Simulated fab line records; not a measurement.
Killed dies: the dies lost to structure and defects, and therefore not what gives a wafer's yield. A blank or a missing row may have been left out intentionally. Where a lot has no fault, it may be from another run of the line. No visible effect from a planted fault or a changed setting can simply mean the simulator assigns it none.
fab line records ; flow sky130
record lots=6; wafers=18; last_day=50
route steps=708 shown VIA2@523 METAL3@532 PAD_OPEN@708
lots that met no fault: taken from a fault-free run of the same line
start_h: the number of hours between the record's first day and the start of the first shown wafer of the lot ; wait_h: hours elapsed since this lot's preceding step ; " same as the row above ; L1.1+2: one row covering several wafers at once ; - value missing, or start not given ; * or withheld: withheld ; < > ~ a bound
route shown NAME@n: names a module that has steps shown in the file, with the first one's number in the route ; usual: average and standard deviation across the fault-free wafers ; same: alike in all rows ; chamber/n: place in a boat ; sites: each site's reading ; _std_site: the values' standard deviation ; _edge_site: inner sites' mean taken away from outer sites' mean ; radius_mm: for every site, how far away it sits from the centre of the wafer ; mask NAME#n: copy n ; behind: tool/chamber where the wafer was last shaped ; hold: reason for holding the lot/hours on hold/outcome of the hold ; device: which transistor (n, p or np) failed to switch ; end of line: the tests these same wafers got at the end of their route ; where a step has no rows: the recipe by itself ; killed: dies lost to structure and defects at the first sort, not the wafer's yield ; map: the dies of a wafer, with x for killed, . for not killed, _ for no die there
set.NAME: the setting that was run; set.NAME@STEP: the one run at that earlier step ; model.NAME: the simulator's own value behind a step, which no gauge read
lots at selected steps of the route; one table per step, one row per wafer
services: from which hour (start_h, from the record's first day; less than 0 if before it) a tool's chamber was out of use, for how many hours, and why
## steps
# step SKY_VIA2_STRIP_16
# recipe chemistry=O2/N2; power_w=1400; pressure_mtorr=1500; platen_temp_c=withheld; o2_flow_sccm=3000; n2_flow_sccm=300; overash_fraction=0.5
# usual chamber_pressure_mTorr=1500.1/1.5; drypump_motor_current_A=5.9/0.3; oes_product_au=0.398/0.005; strip_time_to_endpoint_s=4.042/0.025
lot.wafer;tool;chamber;start_h;wait_h;chamber_pressure_mTorr;drypump_motor_current_A;oes_product_au;rf_hours_counter_h;strip_time_to_endpoint_s
L864.1;plasma_asher-03;1;867.12;0.0;1498.4;5.3;0.393;12;4.005
L864.2;plasma_asher-03;0;867.12;0.0;1498.0;6.0;0.398;12;4.033
L864.5;plasma_asher-03;1;867.12;0.0;1500.7;5.3;0.409;-;4.041
L866.4;plasma_asher-03;1;871.48;0.0;1500.6;5.3;0.398;-;4.000
L866.5;plasma_asher-03;1;871.48;0.0;1500.5;5.3;0.389;-;4.052
L866.6;plasma_asher-03;0;871.48;0.0;1501.4;6.0;0.394;-;4.019
L874.2;plasma_asher-03;1;931.85;0.0;1501.6;5.3;0.391;17;4.056
L874.3;plasma_asher-03;0;931.85;0.0;1500.5;6.1;0.405;-;4.062
L874.5;plasma_asher-03;0;931.85;0.0;1501.1;6.1;0.393;-;4.028
L876.1;plasma_asher-01;1;941.27;0.0;1501.4;6.2;0.394;52;4.110
L876.3;plasma_asher-01;1;941.27;0.0;1500.2;6.2;0.404;-;4.072
L876.5;plasma_asher-01;1;941.27;0.0;1499.3;6.2;0.388;-;4.015
L883.1;plasma_asher-03;0;991.22;0.0;1499.1;6.1;0.408;23;4.098
L883.3;plasma_asher-03;0;991.22;0.0;1499.1;6.1;0.395;-;4.038
L883.5;plasma_asher-03;1;991.22;0.0;1496.7;5.3;0.396;-;4.035
L885.3;plasma_asher-01;0;1004.28;0.1;1502.2;5.9;0.400;-;4.025
L885.5;plasma_asher-01;0;1004.28;0.1;1500.3;5.9;0.393;-;4.014
L885.6;plasma_asher-01;1;1004.28;0.1;1498.7;6.2;0.398;-;4.036
# step SKY_VIA2_STRIP_17
# recipe chemistry=post_etch_residue_remover; time_s=1200; temp_c=72.5
# step SKY_VIA2_CLEAN_18
# recipe chemistry=IPA; time_s=180; temp_c=25
# step SKY_VIA2_CLEAN_19
# recipe chemistry=O3/DIW; dry=n2_spin
# step SKY_VIA2_SPUTTER_20
# recipe material=TiN; target_thk_nm=20; chamber_pressure_pa=5; power_w=4000; time_s=80
# usual throttle_valve_pct=29.8/1.6
lot.wafer;tool;chamber;start_h;wait_h;throttle_valve_pct
L864.1;pvd_sputter-04;-;867.75;0.0;30.4
L864.2;pvd_sputter-04;-;867.75;0.0;32.1
L864.5;pvd_sputter-04;-;867.75;0.0;26.8
L866.4;pvd_sputter-02;-;872.08;0.0;31.5
L866.5;pvd_sputter-02;-;872.08;0.0;30.0
L866.6;pvd_sputter-02;-;872.08;0.0;30.0
L874.2;pvd_sputter-03;-;932.44;0.0;29.4
L874.3;pvd_sputter-03;-;932.44;0.0;31.0
L874.5;pvd_sputter-03;-;932.44;0.0;29.6
L876.1;pvd_sputter-03;-;941.87;0.0;31.3
L876.3;pvd_sputter-03;-;941.87;0.0;29.5
L876.5;pvd_sputter-03;-;941.87;0.0;30.9
L883.1;pvd_sputter-04;-;991.85;0.0;30.3
L883.3;pvd_sputter-04;-;991.85;0.0;30.2
L883.5;pvd_sputter-04;-;991.85;0.0;31.8
L885.3;pvd_sputter-04;-;1004.84;0.0;27.3
L885.5;pvd_sputter-04;-;1004.84;0.0;32.0
L885.6;pvd_sputter-04;-;1004.84;0.0;27.0
# step SKY_VIA2_CVD_21
# recipe material=W; target_thk_nm=420; time_s=126.4; temp_c=400; pressure_torr=40
# step SKY_VIA2_RS_MEAS_22
# recipe thk_meas_gauge=four-point-probe; reads=W_of_VIA2_CVD_21+TiN_of_VIA2_SPUTTER_20
# usual VIA2_W_RS=0.271/0.0053
lot.wafer;tool;chamber;start_h;wait_h;VIA2_W_RS[ohm/sq]
L864.1;film_metro-01;-;867.94;0.1;0.277
L864.2;film_metro-01;-;867.94;0.1;0.267
L864.5;film_metro-01;-;867.94;0.1;0.274
L866.4;film_metro-01;-;872.33;0.1;0.265
L866.5;film_metro-01;-;872.33;0.1;0.262
L866.6;film_metro-01;-;872.33;0.1;0.274
L874.2;film_metro-02;-;932.65;0.1;0.260
L874.3;film_metro-02;-;932.65;0.1;0.274
L874.5;film_metro-02;-;932.65;0.1;0.271
L876.1;film_metro-04;-;942.06;0.1;0.273
L876.3;film_metro-04;-;942.06;0.1;0.261
L876.5;film_metro-04;-;942.06;0.1;0.276
L883.1;film_metro-02;-;992.04;0.1;0.272
L883.3;film_metro-02;-;992.04;0.1;0.272
L883.5;film_metro-02;-;992.04;0.1;0.269
L885.3;film_metro-02;-;1005.07;0.1;0.271
L885.5;film_metro-02;-;1005.07;0.1;0.274
L885.6;film_metro-02;-;1005.07;0.1;0.265
# step SKY_VIA2_THK_MEAS_23
# recipe thk_meas_gauge=xrf; reads=W_of_VIA2_CVD_21
# usual VIA2_W_THK=426/9
lot.wafer;tool;chamber;start_h;wait_h;VIA2_W_THK[nm]
L864.1;film_metro-01;-;868.06;0.1;416
L864.2;film_metro-01;-;868.06;0.1;436
L864.5;film_metro-01;-;868.06;0.1;420
L866.4;film_metro-01;-;872.42;0.1;436
L866.5;film_metro-01;-;872.42;0.1;440
L866.6;film_metro-01;-;872.42;0.1;423
L874.2;film_metro-02;-;932.76;0.1;444
L874.3;film_metro-02;-;932.76;0.1;422
L874.5;film_metro-02;-;932.76;0.1;428
L876.1;film_metro-04;-;942.18;0.1;428
L876.3;film_metro-04;-;942.18;0.1;447
L876.5;film_metro-04;-;942.18;0.1;419
L883.1;film_metro-02;-;992.16;0.1;424
L883.3;film_metro-02;-;992.16;0.1;418
L883.5;film_metro-02;-;992.16;0.1;421
L885.3;film_metro-02;-;1005.17;0.1;423
L885.5;film_metro-02;-;1005.17;0.1;416
L885.6;film_metro-02;-;1005.17;0.1;433
# step SKY_VIA2_CMP_24
# recipe stop_on=SiO2; t_overpolish_s=20; down_force_psi=3.5; platen_rpm=60; target_thk_nm=0; pad_velocity_m_s=0.94248
# usual motor_current_A=11.6/1.9; overpolish_run_s=20.000/0.0092; time_to_endpoint_s=100/5.5
lot.wafer;tool;chamber;start_h;wait_h;motor_current_A;overpolish_run_s;time_to_endpoint_s
L864.2;cmp-02;2;868.22;0.1;10.3;20.000;101
L864.1;cmp-02;3;868.22;0.1;12.3;20.001;93
L864.5;cmp-02;0;868.22;0.1;11.0;20.011;95
L866.4;cmp-02;0;872.60;0.2;11.4;20.015;96
L866.6;cmp-02;1;872.60;0.2;12.8;20.007;91
L866.5;cmp-02;2;872.60;0.2;10.0;20.005;102
L874.2;cmp-01;2;932.81;0.0;15.5;20.001;104
L874.3;cmp-01;3;932.81;0.0;11.4;19.996;104
L874.5;cmp-01;2;932.81;0.0;16.1;20.001;100
L876.1;cmp-02;1;942.56;0.4;12.9;20.005;96
L876.3;cmp-02;3;942.56;0.4;12.9;19.995;100
L876.5;cmp-02;2;942.56;0.4;9.9;19.989;100
L883.1;cmp-01;1;992.32;0.1;9.9;20.001;98
L883.3;cmp-01;2;992.32;0.1;15.7;20.002;102
L883.5;cmp-01;0;992.32;0.1;9.3;20.006;104
L885.3;cmp-01;0;1005.31;0.1;9.3;20.004;105
L885.6;cmp-01;2;1005.31;0.1;15.6;20.009;102
L885.5;cmp-01;3;1005.31;0.1;10.9;19.991;106
# step SKY_METAL3_SPUTTER_00
# recipe material=Ti; target_thk_nm=15; power_w=3000; time_s=10; chamber_pressure_pa=0.4
# step SKY_METAL3_SPUTTER_01
# recipe material=TiN; target_thk_nm=20; power_w=6500; time_s=16.7; chamber_pressure_pa=0.4
# usual throttle_valve_pct=29.8/1.1
lot.wafer;tool;chamber;start_h;wait_h;throttle_valve_pct
L864.1;pvd_sputter-03;-;868.45;0.0;29.8
L864.2;pvd_sputter-03;-;868.45;0.0;31.2
L864.5;pvd_sputter-03;-;868.45;0.0;29.6
L866.4;pvd_sputter-01;-;872.78;0.0;30.8
L866.5;pvd_sputter-01;-;872.78;0.0;28.5
L866.6;pvd_sputter-01;-;872.78;0.0;30.9
L874.2;pvd_sputter-01;-;933.13;0.0;30.7
L874.3;pvd_sputter-01;-;933.13;0.0;30.6
L874.5;pvd_sputter-01;-;933.13;0.0;29.5
L876.1;pvd_sputter-01;-;942.88;0.0;30.7
L876.3;pvd_sputter-01;-;942.88;0.0;29.2
L876.5;pvd_sputter-01;-;942.88;0.0;29.4
L883.1;pvd_sputter-03;-;992.55;0.0;30.6
L883.3;pvd_sputter-03;-;992.55;0.0;29.0
L883.5;pvd_sputter-03;-;992.55;0.0;29.4
L885.3;pvd_sputter-03;-;1005.54;0.0;29.7
L885.5;pvd_sputter-03;-;1005.54;0.0;29.7
L885.6;pvd_sputter-03;-;1005.54;0.0;29.3
# step SKY_METAL3_SPUTTER_02
# recipe material=AlCu; target_thk_nm=735; power_w=10600; time_s=39.1; chamber_pressure_pa=0.4
# step SKY_METAL3_SPUTTER_03
# recipe material=Ti; target_thk_nm=5; power_w=3000; time_s=3.3; chamber_pressure_pa=0.4
# usual throttle_valve_pct=29.8/1
lot.wafer;tool;chamber;start_h;wait_h;throttle_valve_pct;model.Ti_of_METAL3_SPUTTER_03.thk_nm
L864.1;pvd_sputter-03;-;868.51;0.0;29.4;4.992
L864.2;pvd_sputter-03;-;868.51;0.0;31.2;5.098
L864.5;pvd_sputter-03;-;868.51;0.0;29.2;5.139
L866.4;pvd_sputter-01;-;872.84;0.0;30.8;4.95
L866.5;pvd_sputter-01;-;872.84;0.0;28.6;5.062
L866.6;pvd_sputter-01;-;872.84;0.0;30.8;4.912
L874.2;pvd_sputter-01;-;933.20;0.0;30.5;5.206
L874.3;pvd_sputter-01;-;933.20;0.0;30.5;4.354
L874.5;pvd_sputter-01;-;933.20;0.0;29.3;4.376
L876.1;pvd_sputter-01;-;942.95;0.0;30.8;5.03
L876.3;pvd_sputter-01;-;942.95;0.0;29.6;4.193
L876.5;pvd_sputter-01;-;942.95;0.0;29.3;4.171
L883.1;pvd_sputter-03;-;992.61;0.0;31.0;5.246
L883.3;pvd_sputter-03;-;992.61;0.0;29.4;5.269
L883.5;pvd_sputter-03;-;992.61;0.0;29.6;5.212
L885.3;pvd_sputter-03;-;1005.60;0.0;29.2;4.992
L885.5;pvd_sputter-03;-;1005.60;0.0;29.5;4.943
L885.6;pvd_sputter-03;-;1005.60;0.0;29.1;5.2
# step SKY_METAL3_SPUTTER_04
# recipe material=TiN; target_thk_nm=70; power_w=6500; time_s=58.3; chamber_pressure_pa=0.4
# usual throttle_valve_pct=29.9/1.1
lot.wafer;tool;chamber;start_h;wait_h;throttle_valve_pct
L864.1;pvd_sputter-03;-;868.53;0.0;29.6
L864.2;pvd_sputter-03;-;868.53;0.0;30.9
L864.5;pvd_sputter-03;-;868.53;0.0;29.2
L866.4;pvd_sputter-01;-;872.86;0.0;30.5
L866.5;pvd_sputter-01;-;872.86;0.0;28.4
L866.6;pvd_sputter-01;-;872.86;0.0;31.1
L874.2;pvd_sputter-01;-;933.21;0.0;30.9
L874.3;pvd_sputter-01;-;933.21;0.0;30.8
L874.5;pvd_sputter-01;-;933.21;0.0;29.3
L876.1;pvd_sputter-01;-;942.97;0.0;30.7
L876.3;pvd_sputter-01;-;942.97;0.0;29.2
L876.5;pvd_sputter-01;-;942.97;0.0;29.6
L883.1;pvd_sputter-03;-;992.63;0.0;30.9
L883.3;pvd_sputter-03;-;992.63;0.0;29.2
L883.5;pvd_sputter-03;-;992.63;0.0;29.6
L885.3;pvd_sputter-03;-;1005.62;0.0;29.7
L885.5;pvd_sputter-03;-;1005.62;0.0;29.7
L885.6;pvd_sputter-03;-;1005.62;0.0;29.3
# step SKY_PAD_OPEN_PROBE_99
# usual defect_limited_yield=82.3/2; killed_at_M0_to_M3=43/7.3; killed_at_M4_up=3.1/1.7; killed_at_contacts=25/5.3; killed_at_front_end=15/4.3; killed_at_other=0.2/0.54; killed_dies=87/10; killed_on_rim=17/3.9; killed_open=48/7.6; killed_short=38/6.1; sort_bin_3_pad_short=0.9/0.42; sort_bin_5_function=10.5/1.5; sort_bin_6_memory=6.3/1.2; sort_n_pass=405/10; sort_yield_pct=82.3/2
# same gross_dies=492; killed_at_back_side=0; sort_bin_4_leakage[%]=0; sort_bin_8_speed[%]=0
lot.wafer;tool;chamber;start_h;wait_h;defect_limited_yield[%];killed_at_M0_to_M3;killed_at_M4_up;killed_at_contacts;killed_at_front_end;killed_at_other;killed_dies;killed_on_rim;killed_open;killed_short;sort_bin_3_pad_short[%];sort_bin_5_function[%];sort_bin_6_memory[%];sort_n_pass;sort_yield_pct[%]
L864.1;prober-01;-;1089.87;0.1;83.3;45;3;24;10;0;82;20;47;35;0.6;9.8;6.3;410;83.3
L864.2;prober-01;-;1089.92;0.1;83.3;51;0;24;7;0;82;18;41;39;1.0;10.0;5.7;410;83.3
L864.5;prober-01;-;1090.07;0.2;80.1;45;7;30;16;0;98;18;55;43;0.4;11.8;7.7;394;80.1
L866.4;prober-01;-;1094.82;0.2;83.9;26;3;35;15;0;79;11;35;44;0.8;10.6;4.7;413;83.9
L866.5;prober-01;-;1094.87;0.2;85.4;24;4;23;21;0;72;18;40;32;0.4;8.5;5.7;420;85.4
L866.6;prober-01;-;1094.92;0.2;85.2;41;2;18;12;0;73;13;42;31;0.6;8.7;5.5;419;85.2
L874.2;prober-02;-;1143.69;0.1;84.6;39;5;22;10;0;76;13;42;34;1.0;8.5;5.9;416;84.6
L874.3;prober-02;-;1143.74;0.2;83.5;45;4;22;10;0;81;14;37;44;1.4;9.6;5.5;411;83.5
L874.5;prober-02;-;1143.84;0.2;83.9;30;2;34;13;0;79;15;43;36;0.8;10.8;4.5;413;83.9
L876.1;prober-01;-;1151.84;0.1;84.1;40;1;20;16;1;78;17;44;33;0.8;9.1;5.9;414;84.1
L876.3;prober-01;-;1151.94;0.2;82.7;39;4;25;17;0;85;17;49;36;0.8;10.8;5.7;407;82.7
L876.5;prober-01;-;1152.04;0.2;79.1;49;7;27;20;0;103;27;54;49;1.0;11.6;8.3;389;79.1
L883.1;prober-02;-;1187.13;0.1;82.1;42;3;20;22;1;88;12;56;32;0.8;10.4;6.7;404;82.1
L883.3;prober-02;-;1187.23;0.2;80.7;44;7;20;24;0;95;18;45;49;1.0;10.0;8.3;397;80.7
L883.5;prober-02;-;1187.33;0.2;83.7;38;6;22;14;0;80;11;51;29;0.6;10.8;4.9;412;83.7
L885.3;prober-01;-;1196.38;0.2;80.1;42;1;35;20;0;98;25;57;41;0.8;12.6;6.5;394;80.1
L885.5;prober-01;-;1196.48;0.2;81.3;38;7;25;21;1;92;14;45;47;1.6;10.6;6.5;400;81.3
L885.6;prober-01;-;1196.53;0.2;78.5;62;2;23;19;0;106;15;54;52;1.6;11.6;8.3;386;78.5
# killed by level:class
L864.1 VIA1:geometric_particle:open=14 CONTACT:geometric_particle:open=11 METAL2:geometric_particle:short=6 VIA3:geometric_particle:short=5 VIA3:geometric_particle:open=5 METAL1:geometric_particle:short=4 VIA1:geometric_particle:short=4 VIA2:geometric_particle:open=4
L864.2 CONTACT:geometric_particle:open=10 VIA1:geometric_particle:open=9 VIA3:geometric_particle:open=8 METAL1:geometric_particle:short=7 VIA1:geometric_particle:short=6 LI_CONTACT:geometric_particle:open=5 METAL3:geometric_particle:short=5 VIA2:geometric_particle:open=5
L864.5 VIA1:geometric_particle:open=10 LI_CONTACT:geometric_particle:open=9 CONTACT:geometric_particle:open=8 VIA2:geometric_particle:open=8 FIELD_ISO:geometric_particle:open=6 METAL1:geometric_particle:short=6 CONTACT:geometric_particle:short=5 VIA2:geometric_particle:short=5
L866.4 CONTACT:geometric_particle:open=12 LI_CONTACT:geometric_particle:open=8 METAL1:geometric_particle:short=8 CONTACT:geometric_particle:short=7 LOCAL_INTERCONNECT:geometric_particle:short=6 METAL2:geometric_particle:short=5 POLY_GATE:geometric_particle:short=5 POLY_GATE:geometric_particle:open=5
L866.5 CONTACT:geometric_particle:open=9 LI_CONTACT:geometric_particle:open=8 POLY_GATE:geometric_particle:short=7 VIA1:geometric_particle:open=6 FIELD_ISO:geometric_particle:short=5 CONTACT:geometric_particle:short=4 FIELD_ISO:geometric_particle:open=3 POLY_GATE:geometric_particle:open=3
L866.6 VIA1:geometric_particle:open=11 CONTACT:geometric_particle:open=9 VIA3:geometric_particle:open=8 VIA1:geometric_particle:short=6 LOCAL_INTERCONNECT:geometric_particle:short=4 VIA2:geometric_particle:open=4 FIELD_ISO:geometric_particle:open=3 POLY_GATE:geometric_particle:short=3
L874.2 CONTACT:geometric_particle:open=9 METAL1:geometric_particle:short=9 VIA1:geometric_particle:open=7 METAL2:geometric_particle:short=5 CONTACT:geometric_particle:short=5 VIA2:geometric_particle:open=5 VIA3:geometric_particle:open=5 LI_CONTACT:geometric_particle:open=4
L874.3 CONTACT:geometric_particle:open=9 METAL1:geometric_particle:short=8 VIA2:geometric_particle:short=7 VIA1:geometric_particle:open=6 VIA2:geometric_particle:open=5 VIA3:geometric_particle:open=5 VIA3:geometric_particle:short=4 LOCAL_INTERCONNECT:geometric_particle:short=4
L874.5 LI_CONTACT:geometric_particle:open=12 CONTACT:geometric_particle:open=10 VIA1:geometric_particle:open=7 FIELD_ISO:geometric_particle:short=5 VIA3:geometric_particle:open=5 CONTACT:geometric_particle:short=5 FIELD_ISO:geometric_particle:open=4 LOCAL_INTERCONNECT:geometric_particle:short=4
L876.1 CONTACT:geometric_particle:open=8 VIA1:geometric_particle:open=8 CONTACT:geometric_particle:short=6 VIA2:geometric_particle:open=6 FIELD_ISO:geometric_particle:open=5 VIA1:geometric_particle:short=5 METAL2:geometric_particle:short=5 VIA3:geometric_particle:open=5
L876.3 VIA2:geometric_particle:open=9 CONTACT:geometric_particle:open=9 LI_CONTACT:geometric_particle:open=8 VIA1:geometric_particle:open=7 POLY_GATE:geometric_particle:open=6 CONTACT:geometric_particle:short=6 VIA2:geometric_particle:short=5 POLY_GATE:geometric_particle:short=4
L876.5 LI_CONTACT:geometric_particle:open=10 VIA1:geometric_particle:open=10 VIA2:geometric_particle:open=10 VIA3:geometric_particle:open=7 CONTACT:geometric_particle:open=6 CONTACT:geometric_particle:short=6 METAL1:geometric_particle:short=6 METAL4:geometric_particle:short=6
L883.1 VIA1:geometric_particle:open=12 FIELD_ISO:geometric_particle:open=10 CONTACT:geometric_particle:open=8 FIELD_ISO:geometric_particle:short=6 LI_CONTACT:geometric_particle:open=5 VIA1:geometric_particle:short=4 METAL1:geometric_particle:short=4 VIA2:geometric_particle:open=4
L883.3 VIA1:geometric_particle:open=16 FIELD_ISO:geometric_particle:short=9 CONTACT:geometric_particle:open=7 METAL1:geometric_particle:short=6 FIELD_ISO:geometric_particle:open=5 LI_CONTACT:geometric_particle:open=5 VIA1:geometric_particle:short=5 CONTACT:geometric_particle:short=4
L883.5 CONTACT:geometric_particle:open=10 FIELD_ISO:geometric_particle:open=8 VIA1:geometric_particle:open=8 VIA3:geometric_particle:open=7 LI_CONTACT:geometric_particle:open=6 METAL2:geometric_particle:short=6 METAL1:geometric_particle:short=6 VIA2:geometric_particle:open=5
L885.3 LI_CONTACT:geometric_particle:open=14 CONTACT:geometric_particle:open=9 VIA1:geometric_particle:open=8 METAL2:geometric_particle:short=8 VIA3:geometric_particle:open=6 FIELD_ISO:geometric_particle:open=5 POLY_GATE:geometric_particle:short=5 VIA2:geometric_particle:open=5
L885.5 CONTACT:geometric_particle:short=9 LI_CONTACT:geometric_particle:open=8 VIA1:geometric_particle:open=8 METAL2:geometric_particle:short=7 POLY_GATE:geometric_particle:open=5 POLY_GATE:geometric_particle:short=4 CONTACT:geometric_particle:open=4 METAL4:geometric_particle:short=4
L885.6 VIA1:geometric_particle:open=13 CONTACT:geometric_particle:open=11 VIA3:geometric_particle:open=8 METAL1:geometric_particle:short=7 METAL2:geometric_particle:short=7 CONTACT:geometric_particle:short=6 VIA1:geometric_particle:short=6 METAL3:geometric_particle:short=5
## services
tool;chamber;start_h;hours;kind
cmp-01;-;860.38;0.3;repair
pvd_sputter-03;-;869.83;7.2;repair
cmp-01;-;884.03;6.3;pm
cmp-02;-;903.55;0.6;repair
cmp-01;-;912.46;4.0;pm
pvd_sputter-04;-;914.77;0.9;repair
cmp-01;-;916.46;-;consumable_replace:conditioner
cmp-01;-;916.46;-;consumable_replace:pad
pvd_sputter-04;-;925.15;19.3;repair
cmp-01;-;937.22;11.2;pm
pvd_sputter-03;-;960.10;5.2;repair
pvd_sputter-02;-;975.61;3.6;repair
cmp-02;-;976.79;14.1;pm
pvd_sputter-01;-;989.16;0.9;repair
cmp-02;-;990.93;4.3;pm
## key
first_sign none at tools or gauges
model_effect step=SKY_METAL3_SPUTTER_03; value=Ti_of_METAL3_SPUTTER_03.thk_nm; without=5.043; struck=4.273
met_at SKY_METAL3_SPUTTER_03
struck_wafers L874.3,L874.5,L876.3,L876.5
onset_between 872.84 933.20
fault kind=process_parameter_drift; tool=pvd_sputter-01; chamber=-; onset_h=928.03; steps=SKY_METAL3_SPUTTER_03; channel=time_s; offset=*; shape=step; end_h=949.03; scope=struck_wafers_only; acts_in=*; stated=*
